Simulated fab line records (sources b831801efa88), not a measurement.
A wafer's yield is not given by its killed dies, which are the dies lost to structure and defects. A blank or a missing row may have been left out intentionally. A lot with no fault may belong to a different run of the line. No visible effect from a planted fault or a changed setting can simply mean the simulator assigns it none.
Which tool was responsible? :: flow sfq-line :: 7 lots with 21 wafers sampled at 2 steps, on a route of 325 steps

## WHAT THE GAUGES READ, wafer by wafer
SFQ_M2_RS_MEAS_914: a four-point-probe measurement.
lot: L648
measured: day 28 06:13
on: film-metro-03
M2_NB_RS (ohm/sq): 0.910 0.899 0.898

lot: L651
measured: day 29 10:37
on: film-metro-01
M2_NB_RS (ohm/sq): 0.899 0.903 0.901

lot: L654
measured: day 31 09:31
on: film-metro-02
M2_NB_RS (ohm/sq): 0.897 0.900 0.902

lot: L658
measured: day 32 13:45
on: film-metro-02
M2_NB_RS (ohm/sq): 0.893 0.895 0.890

lot: L662
measured: day 32 22:08
on: film-metro-01
M2_NB_RS (ohm/sq): 1.134 1.135 1.134

lot: L666
measured: day 33 05:53
on: film-metro-01
M2_NB_RS (ohm/sq): 0.886 0.900 0.897

lot: L670
measured: day 33 14:13
on: film-metro-01
M2_NB_RS (ohm/sq): 0.900 0.894 0.893

## WHAT TOOL EACH LOT RAN ON (gives the tool, then ch and the chambers of the sampled wafers, and finally the start)
lot: L648
SFQ_TRILAYER_M2_DEP_SPUTTER_055: pvd-sputter-05, day 28 06:07

lot: L651
SFQ_TRILAYER_M2_DEP_SPUTTER_055: pvd-sputter-03, day 29 10:27

lot: L654
SFQ_TRILAYER_M2_DEP_SPUTTER_055: pvd-sputter-03, day 31 09:25

lot: L658
SFQ_TRILAYER_M2_DEP_SPUTTER_055: pvd-sputter-03, day 32 13:37

lot: L662
SFQ_TRILAYER_M2_DEP_SPUTTER_055: pvd-sputter-03, day 32 22:01

lot: L666
SFQ_TRILAYER_M2_DEP_SPUTTER_055: pvd-sputter-05, day 33 05:46

lot: L670
SFQ_TRILAYER_M2_DEP_SPUTTER_055: pvd-sputter-04, day 33 14:08
- SFQ_TRILAYER_M2_DEP_SPUTTER_055: material Nb, target thk 200 nm, time 133.3 s.

## THE ANSWER, worked out from the rows above alone
Rule: what is usual is taken from the lots themselves. The widest of any qualifying gaps counts: lots, ordered by their means at a reading, are off when they make up no more than a third of the lots, leave a main group of 4 or more, and stand apart from it by 3 or more times the standard deviation of that group's means. The tables above print the reading to a certain number of digits; a main group whose means all agree to those digits is not used. A lot without any number at a reading at which 4 lots or more have one is off too. All remaining lots with rows at the step are treated as sound.
Off: L662, seen at SFQ_M2_RS_MEAS_914 (M2_NB_RS). Mean 0.898 ohm/sq and standard deviation 0.0036 in the main group.
A tool fits if, at a process step before that reading, it ran every lot that is off, and no sound lot after the first of them. Gauges at SFQ_M2_RS_MEAS_914: tried the same way as those tools. One candidate fits, namely pvd-sputter-03 at SFQ_TRILAYER_M2_DEP_SPUTTER_055. A fault onset in the window from L658 (day 32 13:37, its last sound lot) to L662 (day 32 22:01, its first lot off) fits.

## WHAT THE SIMULATOR PUT IN
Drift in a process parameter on pvd-sputter-03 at SFQ_TRILAYER_M2_DEP_SPUTTER_055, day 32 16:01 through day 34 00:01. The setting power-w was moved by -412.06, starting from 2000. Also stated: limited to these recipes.
Lots struck among those shown: L662. The rule given above showed the same thing.
